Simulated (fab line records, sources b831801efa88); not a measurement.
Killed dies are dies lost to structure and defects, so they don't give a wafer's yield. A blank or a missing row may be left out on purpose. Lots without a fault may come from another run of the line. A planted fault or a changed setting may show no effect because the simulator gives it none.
Split-lot experiment | flow sky130 | 5 lots, 18 wafers read, on a route of 708 steps

THE SPLIT
At SKY_CAP2M_COAT_07 (resist thk 1140 nm), the setting spin_rpm was moved away from the recipe's 3000 rpm on 8 of the 18 wafers read, by -5.7% to +6.6%. The other wafers ran this setting at the recipe's value.

The reading is taken at the split's own step.

THE READING
NOVOLAK_of_CAP2M_COAT_07.thk_nm (the simulator's own value, which no gauge read), in nm, at SKY_CAP2M_COAT_07 (resist thk 1140 nm). The file gives no usual value for it. The 10 wafers here that ran the recipe average 1141 nm, standard deviation 3.2 nm.

wafer  | tool, chamber at the split | spin_rpm as run, rpm | against the recipe | NOVOLAK_of_CAP2M_COAT_07.thk_nm, nm | against lot-mates on the recipe
L075.2 | litho_track-04, 0          | 3199                 | +6.6%              | 1103                                | -38
L075.3 | litho_track-04, 0          | 3000                 | recipe             | 1141                                | -
L075.4 | litho_track-04, 0          | 3199                 | +6.6%              | 1100                                | -41
L078.1 | litho_track-01, 0          | 3000                 | recipe             | 1136                                | -
L078.2 | litho_track-01, 0          | 3000                 | recipe             | 1140                                | -
L078.3 | litho_track-01, 0          | 2830                 | -5.7%              | 1175                                | +37
L078.4 | litho_track-01, 0          | 2830                 | -5.7%              | 1171                                | +33
L078.6 | litho_track-01, 0          | 2830                 | -5.7%              | 1172                                | +34
L079.2 | litho_track-02, 0          | 3126                 | +4.2%              | 1116                                | -22
L079.3 | litho_track-02, 0          | 3126                 | +4.2%              | 1117                                | -21
L079.4 | litho_track-02, 0          | 3126                 | +4.2%              | 1115                                | -23
L079.5 | litho_track-02, 0          | 3000                 | recipe             | 1139                                | -
L079.6 | litho_track-02, 0          | 3000                 | recipe             | 1137                                | -
L080.1 | litho_track-04, 0          | 3000                 | recipe             | 1141                                | -
L080.5 | litho_track-04, 0          | 3000                 | recipe             | 1144                                | -
L080.6 | litho_track-04, 0          | 3000                 | recipe             | 1142                                | -
L081.5 | litho_track-02, 0          | 3000                 | recipe             | 1146                                | -
L081.6 | litho_track-02, 0          | 3000                 | recipe             | 1146                                | -

THE FIT
A straight line over all 18 wafers: NOVOLAK_of_CAP2M_COAT_07.thk_nm changes by -5.79 nm for each +1% of spin_rpm; r = -0.99; the points scatter about the line by 2.8 nm.
The same after taking each lot's own level away (the mean of its wafers on the recipe; 18 wafers): -5.88 nm for each +1%; r = -1.00; scatter 1.8 nm.
On that fit, the largest move of spin_rpm shifts the reading by 39 nm.
The lots' own levels span 1138.0 to 1146.0 nm, that is 2.5 times the standard deviation above.
So the lot-to-lot level changes the slope little: the two slopes agree.
Check: with one of the wafers moved furthest among these (+6.6%) left out of the fit, the line predicts -38.5 nm for it against its lot-mates. It came out at -38 nm against them.

THE WHOLE CHAIN: every reading that the file lists as answering this split, in the file's order
step               | what it does       | reading                                                                          | change (the file's fit)              | r (the file's)
SKY_CAP2M_COAT_07  | resist thk 1140 nm | NOVOLAK_of_CAP2M_COAT_07.thk_nm (the simulator's own value, which no gauge read) | -5.81 nm for each +1% of the setting | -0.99
SKY_CAP2M_STRIP_14 | strips in O2/N2    | strip_time_to_endpoint_s                                                         | withheld for each +1% of the setting | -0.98

THE FILE'S OWN FIT
NOVOLAK_of_CAP2M_COAT_07.thk_nm changes by -5.81 nm for each +1% of spin_rpm, r = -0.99.
